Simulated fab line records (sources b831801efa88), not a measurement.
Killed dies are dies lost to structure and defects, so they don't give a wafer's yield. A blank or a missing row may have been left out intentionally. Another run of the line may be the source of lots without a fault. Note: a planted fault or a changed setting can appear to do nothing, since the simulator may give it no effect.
Which of the tools did it?    flow gf180mcu    12 lots with 36 wafers sampled at 4 steps, on a route of 602 steps

== WHAT THE GAUGES READ, wafer by wafer ==
GF_PSD_RS_MEAS_14: the measuring method here is four-point-probe.
lot   measured      on             NSD_RS (ohm/sq)
L902  day 15 06:22  film metro-02  45.95 46.03 45.94
L905  day 16 07:37  film metro-02  44.17 44.35 44.34
L906  day 16 12:22  film metro-03  44.35 44.41 44.30
L907  day 17 08:15  film metro-04  44.36 44.30 44.30
L914  day 19 09:09  film metro-02  46.09 46.13 46.07
L915  day 20 00:01  film metro-02  46.02 46.11 46.14
L916  day 20 07:07  film metro-04  46.07 46.05 46.07
L917  day 20 12:08  film metro-02  46.06 45.88 46.03
L920  day 21 08:59  film metro-02  46.13 46.03 46.07
L919  day 21 11:58  film metro-02  46.07 46.16 46.11
L921  day 21 15:08  film metro-02  46.11 46.08 46.12
L922  day 21 23:58  film metro-04  46.08 46.14 46.05

GF_PSD_RS_MEAS_15: the measuring method here is four-point-probe.
lot   measured      on             PSD_RS (ohm/sq)
L902  day 15 06:29  film metro-02  108.19 108.46 108.01
L905  day 16 07:44  film metro-02  104.31 104.11 104.20
L906  day 16 12:29  film metro-03  104.37 104.46 104.37
L907  day 17 08:22  film metro-04  104.71 104.99 104.62
L914  day 19 09:16  film metro-02  108.81 108.49 108.70
L915  day 20 00:08  film metro-02  108.19 108.36 108.42
L916  day 20 07:14  film metro-04  108.29 108.30 108.34
L917  day 20 12:15  film metro-02  108.24 108.59 108.42
L920  day 21 09:07  film metro-02  108.79 108.29 108.58
L919  day 21 12:05  film metro-02  108.49 109.01 108.48
L921  day 21 15:16  film metro-02  108.86 108.32 108.62
L922  day 22 00:05  film metro-04  108.40 108.21 108.38

GF_M4_OVL_MEAS_15.
lot   measured      on          M4_OVL (nm)
L902  day 24 21:10  overlay-01  4 0 7
L905  day 25 16:41  overlay-01  0 1 2
L906  day 25 21:04  overlay-02  14 7 8
L907  day 26 16:14  overlay-02  -4 -1 1
L914  day 28 11:01  overlay-02  -2 -6 7
L915  day 28 19:26  overlay-02  -7 -13 -7
L916  day 29 07:28  overlay-01  -2 -3 -1
L917  day 29 12:34  overlay-02  -1 -7 1
L920  day 30 09:01  overlay-02  8 13 12
L919  day 30 10:19  overlay-01  8 8 7
L921  day 30 09:35  overlay-01  -13 -4 -2
L922  day 30 11:25  overlay-01  2 4 -2

== WHAT TOOL EACH LOT RAN ON (gives the tool, then ch and the chambers of the sampled wafers, and finally the start) ==
lot   GF_PSD_RTA_13
L902  rtp anneal-01 ch 0, day 15 06:16
L905  rtp anneal-01 ch 0, day 16 07:32
L906  rtp anneal-01 ch 0, day 16 12:17
L907  rtp anneal-01 ch 0, day 17 08:05
L914  rtp anneal-02 ch 0, day 19 09:04
L915  rtp anneal-01 ch 0, day 19 23:55
L916  rtp anneal-01 ch 0, day 20 07:02
L917  rtp anneal-02 ch 0, day 20 12:02
L920  rtp anneal-01 ch 0, day 21 08:55
L919  rtp anneal-02 ch 0, day 21 11:53
L921  rtp anneal-02 ch 0, day 21 15:03
L922  rtp anneal-02 ch 0, day 21 23:53
- GF_PSD_RTA_13: time 20 s.

== WHAT THE TOOLS THEMSELVES READ (means of the sampled wafers that have a number; where no wafer has one, the mark that the record gives instead) ==
GF_PSD_RTA_13.
lot   tool           lamp power pct (%)  run length s (s)  wafer_temp_C_max
L902  rtp anneal-01  31.9                48.1              1029.8
L905  rtp anneal-01  31.9                56.9              1029.9
L906  rtp anneal-01  31.9                56.7              1030.2
L907  rtp anneal-01  31.9                58.9              1029.1
L914  rtp anneal-02  28.7                48.7              1028.4
L915  rtp anneal-01  31.9                48.2              1030.4
L916  rtp anneal-01  31.8                48.5              1029.8
L917  rtp anneal-02  28.7                48.7              1028.9
L920  rtp anneal-01  31.9                48.4              1028.8
L919  rtp anneal-02  28.7                49.0              1028.4
L921  rtp anneal-02  28.7                49.0              1028.9
L922  rtp anneal-02  28.7                48.8              1028.3

== THE ANSWER, worked out from the rows above alone ==
Rule: the usual values come from the lots themselves. Put in order of their means at a reading, lots are off if they are a third of the lots or fewer, leave a main group of 4 or more, and stand apart from it by a gap of 3 or more times the standard deviation of the main group's means; of several such gaps the widest counts. A main group whose means are all the same, to the digits that the tables above print for the reading, isn't used. A lot without any number at a reading at which 4 lots or more have one is off too. The other lots that the step has rows for count as sound. Order of review: gauges by route order, followed by the tools' own readings, for which a lot's mean as printed above is used. The first step at which some lot is off is used, and at that step the reading that is off furthest; a lot without a number counts as furthest.
Off: L905, L906, L907, at GF_PSD_RS_MEAS_14 (NSD_RS). Main group: mean 46.07 ohm/sq, sd 0.047.
A tool fits if, at a process step before that reading, it ran every lot that is off, and no sound lot after the first of them. The gauges at GF_PSD_RS_MEAS_14 aren't tried: what is off there is off at GF_PSD_RTA_13 too, on other tools, and a gauge's error can't cause that. Not one of the candidates tried fits.

== WHAT THE SIMULATOR PUT IN ==
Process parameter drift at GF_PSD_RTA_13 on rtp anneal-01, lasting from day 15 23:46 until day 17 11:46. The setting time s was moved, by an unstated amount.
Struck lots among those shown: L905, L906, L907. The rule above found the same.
